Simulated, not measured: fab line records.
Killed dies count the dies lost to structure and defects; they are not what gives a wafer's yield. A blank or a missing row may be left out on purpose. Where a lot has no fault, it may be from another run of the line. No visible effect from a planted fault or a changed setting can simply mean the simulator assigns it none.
What tool caused it? :: flow sky130 :: 36 wafers from 12 lots sampled at 6 of the route's 708 steps

WHAT THE GAUGES SHOWED, per wafer
SKY_CONTACT_RS_MEAS_25: the measuring method here is four-point-probe.
lot: L668
measured: day 32 22:13
on: film_metro-03
CONTACT_W_RS (ohm/sq): 0.331 0.332 0.330

lot: L670
measured: day 33 05:30
on: film_metro-01
CONTACT_W_RS (ohm/sq): 0.343 0.344 0.338

lot: L674
measured: day 34 06:01
on: film_metro-04
CONTACT_W_RS (ohm/sq): 0.339 0.337 0.338

lot: L676
measured: day 34 18:56
on: film_metro-03
CONTACT_W_RS (ohm/sq): 0.338 0.336 0.343

lot: L675
measured: day 34 20:33
on: film_metro-03
CONTACT_W_RS (ohm/sq): 0.336 0.335 0.339

lot: L677
measured: day 35 00:52
on: film_metro-01
CONTACT_W_RS (ohm/sq): 0.333 0.330 0.331

lot: L679
measured: day 35 21:56
on: film_metro-04
CONTACT_W_RS (ohm/sq): 0.335 0.337 0.338

lot: L682
measured: day 37 00:56
on: film_metro-01
CONTACT_W_RS (ohm/sq): 57.007 57.611 56.861

lot: L683
measured: day 37 03:25
on: film_metro-04
CONTACT_W_RS (ohm/sq): 57.533 57.742 58.357

lot: L684
measured: day 37 04:52
on: film_metro-04
CONTACT_W_RS (ohm/sq): 59.309 59.771 58.999

lot: L685
measured: day 37 15:11
on: film_metro-01
CONTACT_W_RS (ohm/sq): 0.334 0.338 0.335

lot: L690
measured: day 40 00:12
on: film_metro-04
CONTACT_W_RS (ohm/sq): 0.338 0.341 0.340

SKY_CONTACT_THK_MEAS_26: measures by xrf.
lot: L668
measured: day 32 22:20
on: film_metro-03
CONTACT_W_THK (nm): 341 342 339

lot: L670
measured: day 33 05:37
on: film_metro-01
CONTACT_W_THK (nm): 326 326 331

lot: L674
measured: day 34 06:07
on: film_metro-04
CONTACT_W_THK (nm): 333 339 336

lot: L676
measured: day 34 19:03
on: film_metro-03
CONTACT_W_THK (nm): 333 336 331

lot: L675
measured: day 34 20:38
on: film_metro-03
CONTACT_W_THK (nm): 337 339 334

lot: L677
measured: day 35 00:58
on: film_metro-01
CONTACT_W_THK (nm): 337 339 335

lot: L679
measured: day 35 22:03
on: film_metro-04
CONTACT_W_THK (nm): 341 339 340

lot: L682
measured: day 37 01:03
on: film_metro-01
CONTACT_W_THK (nm): <0 <0 <0

lot: L683
measured: day 37 03:31
on: film_metro-04
CONTACT_W_THK (nm): <0 <0 <0

lot: L684
measured: day 37 04:58
on: film_metro-04
CONTACT_W_THK (nm): <0 <0 <0

lot: L685
measured: day 37 15:18
on: film_metro-01
CONTACT_W_THK (nm): 340 336 340

lot: L690
measured: day 40 00:19
on: film_metro-04
CONTACT_W_THK (nm): 336 333 333

SKY_METAL1_RS_MEAS_05: the measuring method here is four-point-probe.
lot: L668
measured: day 32 22:50
on: film_metro-03
METAL1_ALCU_RS (ohm/sq): 0.1290 0.1258 0.1288

lot: L670
measured: day 33 06:07
on: film_metro-01
METAL1_ALCU_RS (ohm/sq): 0.1280 0.1281 0.1285

lot: L674
measured: day 34 06:38
on: film_metro-01
METAL1_ALCU_RS (ohm/sq): 0.1262 0.1273 0.1265

lot: L676
measured: day 34 19:48
on: film_metro-01
METAL1_ALCU_RS (ohm/sq): 0.1284 0.1290 0.1288

lot: L675
measured: day 34 21:10
on: film_metro-03
METAL1_ALCU_RS (ohm/sq): 0.1277 0.1264 0.1252

lot: L677
measured: day 35 01:29
on: film_metro-01
METAL1_ALCU_RS (ohm/sq): 0.1281 0.1259 0.1276

lot: L679
measured: day 35 22:33
on: film_metro-03
METAL1_ALCU_RS (ohm/sq): 0.1269 0.1270 0.1277

lot: L685
measured: day 37 15:49
on: film_metro-01
METAL1_ALCU_RS (ohm/sq): 0.1260 0.1266 0.1259

lot: L690
measured: day 40 00:52
on: film_metro-01
METAL1_ALCU_RS (ohm/sq): 0.1261 0.1283 0.1273

EACH LOT AND THE TOOL THAT RAN IT (in order: tool; ch and the chambers of the sampled wafers; start)
lot: L668
SKY_CONTACT_ETCH_16: rie_diel-02 ch 0,3, day 32 21:14
SKY_CONTACT_CVD_24: cvd_w-01 ch 0,1, day 32 22:05
SKY_METAL1_SPUTTER_00: pvd_sputter-04, day 32 22:41

lot: L670
SKY_CONTACT_ETCH_16: rie_diel-02 ch 0,2,3, day 33 04:34
SKY_CONTACT_CVD_24: cvd_w-02 ch 0,1, day 33 05:22
SKY_METAL1_SPUTTER_00: pvd_sputter-02, day 33 05:58

lot: L674
SKY_CONTACT_ETCH_16: rie_diel-04 ch 0,1,3, day 34 05:04
SKY_CONTACT_CVD_24: cvd_w-02 ch 0,1, day 34 05:53
SKY_METAL1_SPUTTER_00: pvd_sputter-02, day 34 06:27

lot: L676
SKY_CONTACT_ETCH_16: rie_diel-02 ch 2,3, day 34 18:01
SKY_CONTACT_CVD_24: cvd_w-02 ch 0,1, day 34 18:49
SKY_METAL1_SPUTTER_00: pvd_sputter-04, day 34 19:38

lot: L675
SKY_CONTACT_ETCH_16: rie_diel-03 ch 1,2,3, day 34 19:35
SKY_CONTACT_CVD_24: cvd_w-02 ch 0,1, day 34 20:25
SKY_METAL1_SPUTTER_00: pvd_sputter-04, day 34 20:58

lot: L677
SKY_CONTACT_ETCH_16: rie_diel-03 ch 1,2, day 34 23:56
SKY_CONTACT_CVD_24: cvd_w-02 ch 1, day 35 00:44
SKY_METAL1_SPUTTER_00: pvd_sputter-04, day 35 01:19

lot: L679
SKY_CONTACT_ETCH_16: rie_diel-04 ch 0,1,3, day 35 21:01
SKY_CONTACT_CVD_24: cvd_w-02 ch 0,1, day 35 21:49
SKY_METAL1_SPUTTER_00: pvd_sputter-01, day 35 22:25

lot: L682
SKY_CONTACT_ETCH_16: rie_diel-02 ch 1,2,3, day 37 00:01
SKY_CONTACT_CVD_24: cvd_w-02 ch 0,1, day 37 00:49
SKY_METAL1_SPUTTER_00: -

lot: L683
SKY_CONTACT_ETCH_16: rie_diel-03 ch 1,3, day 37 02:25
SKY_CONTACT_CVD_24: cvd_w-02 ch 0,1, day 37 03:19
SKY_METAL1_SPUTTER_00: -

lot: L684
SKY_CONTACT_ETCH_16: rie_diel-04 ch 0,1,2, day 37 03:55
SKY_CONTACT_CVD_24: cvd_w-02 ch 0,1, day 37 04:45
SKY_METAL1_SPUTTER_00: -

lot: L685
SKY_CONTACT_ETCH_16: rie_diel-04 ch 1,2,3, day 37 14:16
SKY_CONTACT_CVD_24: cvd_w-01 ch 1, day 37 15:04
SKY_METAL1_SPUTTER_00: pvd_sputter-01, day 37 15:39

lot: L690
SKY_CONTACT_ETCH_16: rie_diel-02 ch 0,1,2, day 39 22:47
SKY_CONTACT_CVD_24: cvd_w-02 ch 0,1, day 40 00:05
SKY_METAL1_SPUTTER_00: pvd_sputter-04, day 40 00:43
- SKY_CONTACT_ETCH_16: etches BARC in N2/H2, stops on SiO2, time 45.9 s, target depth 60 nm.
- SKY_CONTACT_CVD_24: deposits W, target thk 340 nm, time 102.12 s.
- SKY_METAL1_SPUTTER_00: material Ti, target thk 15 nm, time 10 s.

WHAT THE TOOLS THEMSELVES READ (means of the sampled wafers that have a number; where no wafer has one, the mark that the record gives instead)
SKY_CONTACT_ETCH_16.
lot: L668
tool: rie_diel-02
drypump_motor_current_A (A): 5.8
oes_product_au (a.u.): 0.852
throttle_valve_pct (%): 13.225

lot: L670
tool: rie_diel-02
drypump_motor_current_A (A): 5.7
oes_product_au (a.u.): 0.857
throttle_valve_pct (%): 13.227

lot: L674
tool: rie_diel-04
drypump_motor_current_A (A): 5.9
oes_product_au (a.u.): 0.855
throttle_valve_pct (%): 13.232

lot: L676
tool: rie_diel-02
drypump_motor_current_A (A): 5.7
oes_product_au (a.u.): 0.855
throttle_valve_pct (%): 13.234

lot: L675
tool: rie_diel-03
drypump_motor_current_A (A): 6.2
oes_product_au (a.u.): 0.852
throttle_valve_pct (%): 13.238

lot: L677
tool: rie_diel-03
drypump_motor_current_A (A): 6.1
oes_product_au (a.u.): 0.858
throttle_valve_pct (%): 13.224

lot: L679
tool: rie_diel-04
drypump_motor_current_A (A): 5.9
oes_product_au (a.u.): 0.861
throttle_valve_pct (%): 13.224

lot: L682
tool: rie_diel-02
drypump_motor_current_A (A): 5.6
oes_product_au (a.u.): 0.851
throttle_valve_pct (%): 13.227

lot: L683
tool: rie_diel-03
drypump_motor_current_A (A): 6.0
oes_product_au (a.u.): 0.854
throttle_valve_pct (%): 13.230

lot: L684
tool: rie_diel-04
drypump_motor_current_A (A): 6.0
oes_product_au (a.u.): 0.856
throttle_valve_pct (%): 13.231

lot: L685
tool: rie_diel-04
drypump_motor_current_A (A): 6.1
oes_product_au (a.u.): 0.858
throttle_valve_pct (%): 13.227

lot: L690
tool: rie_diel-02
drypump_motor_current_A (A): 5.9
oes_product_au (a.u.): 0.853
throttle_valve_pct (%): 13.226

SKY_CONTACT_CVD_24.
lot: L668
tool: cvd_w-01
chamber_pressure_Torr (Torr): 39.95
heater_power_outer_w (W): 590
heater_power_w (W): 958

lot: L670
tool: cvd_w-02
chamber_pressure_Torr (Torr): 39.94
heater_power_outer_w (W): 631
heater_power_w (W): 1003

lot: L674
tool: cvd_w-02
chamber_pressure_Torr (Torr): 39.97
heater_power_outer_w (W): 639
heater_power_w (W): 1010

lot: L676
tool: cvd_w-02
chamber_pressure_Torr (Torr): 39.89
heater_power_outer_w (W): 590
heater_power_w (W): 948

lot: L675
tool: cvd_w-02
chamber_pressure_Torr (Torr): 40.08
heater_power_outer_w (W): 635
heater_power_w (W): 996

lot: L677
tool: cvd_w-02
chamber_pressure_Torr (Torr): 39.88
heater_power_outer_w (W): 669
heater_power_w (W): 1065

lot: L679
tool: cvd_w-02
chamber_pressure_Torr (Torr): 40.00
heater_power_outer_w (W): 600
heater_power_w (W): 947

lot: L682
tool: cvd_w-02
chamber_pressure_Torr (Torr): -
heater_power_outer_w (W): -
heater_power_w (W): -

lot: L683
tool: cvd_w-02
chamber_pressure_Torr (Torr): -
heater_power_outer_w (W): -
heater_power_w (W): -

lot: L684
tool: cvd_w-02
chamber_pressure_Torr (Torr): -
heater_power_outer_w (W): -
heater_power_w (W): -

lot: L685
tool: cvd_w-01
chamber_pressure_Torr (Torr): 40.14
heater_power_outer_w (W): 537
heater_power_w (W): 835

lot: L690
tool: cvd_w-02
chamber_pressure_Torr (Torr): 40.07
heater_power_outer_w (W): 601
heater_power_w (W): 955

SKY_METAL1_SPUTTER_00.
lot: L668
tool: pvd_sputter-04
throttle_valve_pct (%): 29.6

lot: L670
tool: pvd_sputter-02
throttle_valve_pct (%): 29.6

lot: L674
tool: pvd_sputter-02
throttle_valve_pct (%): 28.8

lot: L676
tool: pvd_sputter-04
throttle_valve_pct (%): 29.6

lot: L675
tool: pvd_sputter-04
throttle_valve_pct (%): 29.8

lot: L677
tool: pvd_sputter-04
throttle_valve_pct (%): 29.4

lot: L679
tool: pvd_sputter-01
throttle_valve_pct (%): 31.3

lot: L685
tool: pvd_sputter-01
throttle_valve_pct (%): 29.9

lot: L690
tool: pvd_sputter-04
throttle_valve_pct (%): 29.6

THE ANSWER, worked out from the rows above alone
Rule: the usual values come from the lots themselves. Put in order of their means at a reading, lots are off if they are a third of the lots or fewer, leave a main group of 4 or more, and stand apart from it by a gap of 3 or more times the standard deviation of the main group's means; of several such gaps the widest counts. If all means in a main group match to the digits the tables above print for the reading, that group is not used. Also off: a lot with no number at a reading for which 4 or more lots have one. Where the step has rows for the other lots, those lots are counted as sound. First the gauges in route order, then the tools' own readings, where a lot's mean is used as printed above. At the first step where some lot is off, the reading lying furthest off is the one used; lots without a number count as furthest.
Off: L682, L683, L684, at SKY_CONTACT_RS_MEAS_25 (CONTACT_W_RS). Mean 0.337 ohm/sq and standard deviation 0.0034 in the main group.
If a tool, at a process step before that reading, ran all the lots that are off and no sound lot after the first of them, it fits. The gauges at SKY_CONTACT_RS_MEAS_25 aren't tried: what is off there is off at SKY_CONTACT_CVD_24 too, on other tools, and a gauge's error can't cause that. Not one of the candidates tried fits.

WHAT THE SIMULATOR HAD PUT IN
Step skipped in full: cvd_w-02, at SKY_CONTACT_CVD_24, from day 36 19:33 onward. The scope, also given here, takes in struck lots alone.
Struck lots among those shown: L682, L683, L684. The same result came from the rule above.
